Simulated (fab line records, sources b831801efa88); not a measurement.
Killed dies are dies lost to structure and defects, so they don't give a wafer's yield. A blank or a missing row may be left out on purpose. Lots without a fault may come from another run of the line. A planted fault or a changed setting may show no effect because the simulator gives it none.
Tool commonality check | flow gf180mcu | 13 lots, 39 wafers sampled

WHY IT WAS OPENED
At GF_PSD_TW_MEAS_11 the reading PSD_TW is flagged on 1 of 13 lots. Wafers without a fault read 3202, standard deviation 18.
Rule: a lot is flagged when every wafer of it that has a number lies more than 4 standard deviations from that mean, or none has a number. The other lots count as sound.

lot  | measured     | on            | PSD_TW, wafer by wafer | flag
L713 | day 14 12:50 | film_metro-04 | 3197 3195 3192         |
L716 | day 16 00:02 | film_metro-03 | 3231 3208 3229         |
L717 | day 16 03:04 | film_metro-01 | 3188 3181 3178         |
L718 | day 16 07:54 | film_metro-03 | 3205 3224 3233         |
L719 | day 16 22:00 | film_metro-04 | 3205 3198 3172         |
L720 | day 17 08:00 | film_metro-03 | 3233 3221 3226         |
L722 | day 17 19:49 | film_metro-03 | 3235 3221 3218         |
L725 | day 18 22:01 | film_metro-03 | 3218 3231 3219         |
L726 | day 19 07:32 | film_metro-01 | 3208 3194 3182         |
L728 | day 19 23:46 | film_metro-03 | 30 30 30               | FLAGGED
L733 | day 21 17:55 | film_metro-01 | 3190 3185 3182         |
L734 | day 21 21:42 | film_metro-01 | 3181 3181 3189         |
L735 | day 22 11:10 | film_metro-04 | 3190 3189 3192         |
The numbers of the flagged lots are 30 on average: -3172 against the usual, or -99 or more standard deviations.

WHICH TOOL RAN EACH LOT
The record holds 2 process steps before the reading, out of a route of 602 steps. In each cell: the tool, then ch and the chambers that the sampled wafers went through, then the start.
lot  | flag    | GF_NSD_STRIP_11                      | GF_PSD_STRIP_10
L713 |         | plasma_asher-04 ch 0,1, day 13 15:43 | plasma_asher-02 ch 0,1, day 14 12:45
L716 |         | plasma_asher-04 ch 0,1, day 15 01:48 | plasma_asher-03 ch 0,1, day 15 23:55
L717 |         | plasma_asher-01 ch 0,1, day 15 05:27 | plasma_asher-02 ch 0,1, day 16 02:58
L718 |         | plasma_asher-04 ch 0, day 15 09:52   | plasma_asher-04 ch 0,1, day 16 07:48
L719 |         | plasma_asher-04 ch 0,1, day 15 23:01 | plasma_asher-03 ch 0,1, day 16 21:54
L720 |         | plasma_asher-02 ch 0,1, day 16 08:50 | plasma_asher-02 ch 0,1, day 17 07:54
L722 |         | plasma_asher-04 ch 0,1, day 16 20:34 | plasma_asher-03 ch 0,1, day 17 19:43
L725 |         | plasma_asher-04 ch 0,1, day 17 21:43 | plasma_asher-04 ch 0,1, day 18 21:55
L726 |         | plasma_asher-02 ch 0,1, day 18 06:43 | plasma_asher-03 ch 0,1, day 19 07:27
L728 | FLAGGED | plasma_asher-02 ch 0,1, day 18 23:36 | plasma_asher-04 ch 0,1, day 19 23:40
L733 |         | plasma_asher-01 ch 0,1, day 20 17:29 | plasma_asher-02 ch 0,1, day 21 17:48
L734 |         | plasma_asher-04 ch 0,1, day 20 21:20 | plasma_asher-04 ch 1, day 21 21:36
L735 |         | plasma_asher-01 ch 0,1, day 21 11:15 | plasma_asher-02 ch 0,1, day 22 11:04
What these steps do:
- GF_NSD_STRIP_11: strips in O2/N2.
- GF_PSD_STRIP_10: strips in O2/N2.
- GF_PSD_TW_MEAS_11

FLAGGED OVER TOTAL, TOOL BY TOOL (the gauges that took the reading come last)
step              | tool            | lots run | flagged | share of the flagged lots | sound lots run after its first flagged lot
GF_NSD_STRIP_11   | plasma_asher-01 | 3        | 0       | none                      | -
GF_NSD_STRIP_11   | plasma_asher-02 | 3        | 1       | all                       | 0
GF_NSD_STRIP_11   | plasma_asher-04 | 7        | 0       | none                      | -
GF_PSD_STRIP_10   | plasma_asher-02 | 5        | 0       | none                      | -
GF_PSD_STRIP_10   | plasma_asher-03 | 4        | 0       | none                      | -
GF_PSD_STRIP_10   | plasma_asher-04 | 4        | 1       | all                       | 1 (L734)
GF_PSD_TW_MEAS_11 | film_metro-01   | 4        | 0       | none                      | -
GF_PSD_TW_MEAS_11 | film_metro-03   | 6        | 1       | all                       | 0
GF_PSD_TW_MEAS_11 | film_metro-04   | 3        | 0       | none                      | -

WHAT THE TABLE ALLOWS
3 rows of the table ran every flagged lot: plasma_asher-02 at GF_NSD_STRIP_11, plasma_asher-04 at GF_PSD_STRIP_10, film_metro-03 at GF_PSD_TW_MEAS_11.
- plasma_asher-02 at GF_NSD_STRIP_11: 1 of its 3 lots flagged. Its last sound lot is L726 (day 18 06:43), its first flagged lot L728 (day 18 23:36): a fault that began between those two fits. Its own readings lie more than 4 standard deviations out on every wafer of the flagged lots: oes_product_au.
- plasma_asher-04 at GF_PSD_STRIP_10: 1 of its 4 lots flagged. Sound lots ran on it after the first flagged one (L734), which a lasting fault on the whole tool wouldn't allow. Its own readings lie more than 4 standard deviations out on every wafer of the flagged lots: oes_product_au, strip_time_to_endpoint_s.
- film_metro-03 at GF_PSD_TW_MEAS_11: 1 of its 6 lots flagged. Its last sound lot is L725 (day 18 22:01), its first flagged lot L728 (day 19 23:46): a fault that began between those two fits.
Counting lots can't tell these 2 tools apart, because each fits a fault that began at some hour. More lots, or a look at what each step does to the wafer, might.

WHAT THE SIMULATOR HAD PUT IN
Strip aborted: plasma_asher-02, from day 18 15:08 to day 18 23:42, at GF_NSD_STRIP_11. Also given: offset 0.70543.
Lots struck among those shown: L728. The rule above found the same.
